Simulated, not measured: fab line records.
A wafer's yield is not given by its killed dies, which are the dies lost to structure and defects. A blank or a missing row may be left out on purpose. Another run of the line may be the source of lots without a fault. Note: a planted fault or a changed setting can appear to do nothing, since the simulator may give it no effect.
Chamber matching / flow gf180mcu / cmp-02 running GF_STI_CMP_25: 4 sister chambers
The step polishes, stops on Si3N4, t overpolish 33 s, target thk 524.6 nm. 8 wafers are shown with their chamber, then 7 later ones without.

WAFERS, EACH WITH ITS CHAMBER
wafer=L879.6; chamber=1; motor-current-A (A)=10.7; slurry-flow-ml-min=150.3
wafer=L891.1; chamber=3; motor-current-A (A)=12.5; slurry-flow-ml-min=149.9
wafer=L891.5; chamber=3; motor-current-A (A)=13.0; slurry-flow-ml-min=150.6
wafer=L892.2; chamber=2; motor-current-A (A)=11.7; slurry-flow-ml-min=149.5
wafer=L892.3; chamber=0; motor-current-A (A)=13.1; slurry-flow-ml-min=149.8
wafer=L892.5; chamber=2; motor-current-A (A)=11.9; slurry-flow-ml-min=149.8
wafer=L895.3; chamber=0; motor-current-A (A)=13.2; slurry-flow-ml-min=149.5
wafer=L895.4; chamber=1; motor-current-A (A)=10.7; slurry-flow-ml-min=148.9

WAFERS WITH NO CHAMBER GIVEN
wafer=L895.6; motor-current-A (A)=9.8; slurry-flow-ml-min=149.6
wafer=L896.2; motor-current-A (A)=13.1; slurry-flow-ml-min=150.5
wafer=L896.4; motor-current-A (A)=11.6; slurry-flow-ml-min=150.8
wafer=L896.5; motor-current-A (A)=13.7; slurry-flow-ml-min=149.3
wafer=L897.1; motor-current-A (A)=12.9; slurry-flow-ml-min=149.2
wafer=L897.2; motor-current-A (A)=13.5; slurry-flow-ml-min=149.1
wafer=L897.3; motor-current-A (A)=11.3; slurry-flow-ml-min=150.3

WHICH CHAMBER EACH ONE RAN IN
wafer=L895.6; from the rows above=1; in truth=1
wafer=L896.2; from the rows above=can't be placed: 0 or 3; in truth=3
wafer=L896.4; from the rows above=2; in truth=2
wafer=L896.5; from the rows above=0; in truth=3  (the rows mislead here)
wafer=L897.1; from the rows above=can't be placed: 0 or 3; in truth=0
wafer=L897.2; from the rows above=0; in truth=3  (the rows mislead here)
wafer=L897.3; from the rows above=can't be placed: 2 or 1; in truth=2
Correct placement for 2 of the 7. From these rows, 3 cannot be placed; in 3 the true chamber is one of the candidates. Number placed wrongly: 2.
How it was worked out, from the rows above alone: a wafer's distance from a chamber is the root of the sum, over the readings, of the square of ((its reading less the chamber's mean) divided by the reading's scatter). If the next closest chamber is less than 2 further off than the closest, the wafer can't be placed; otherwise it belongs to the closest. For every chamber, the mean is computed from those of its wafers that are shown. The scatter: the root of (the sum of the squares of (reading less its chamber's mean) over the shown wafers, divided by (wafers less chambers)).
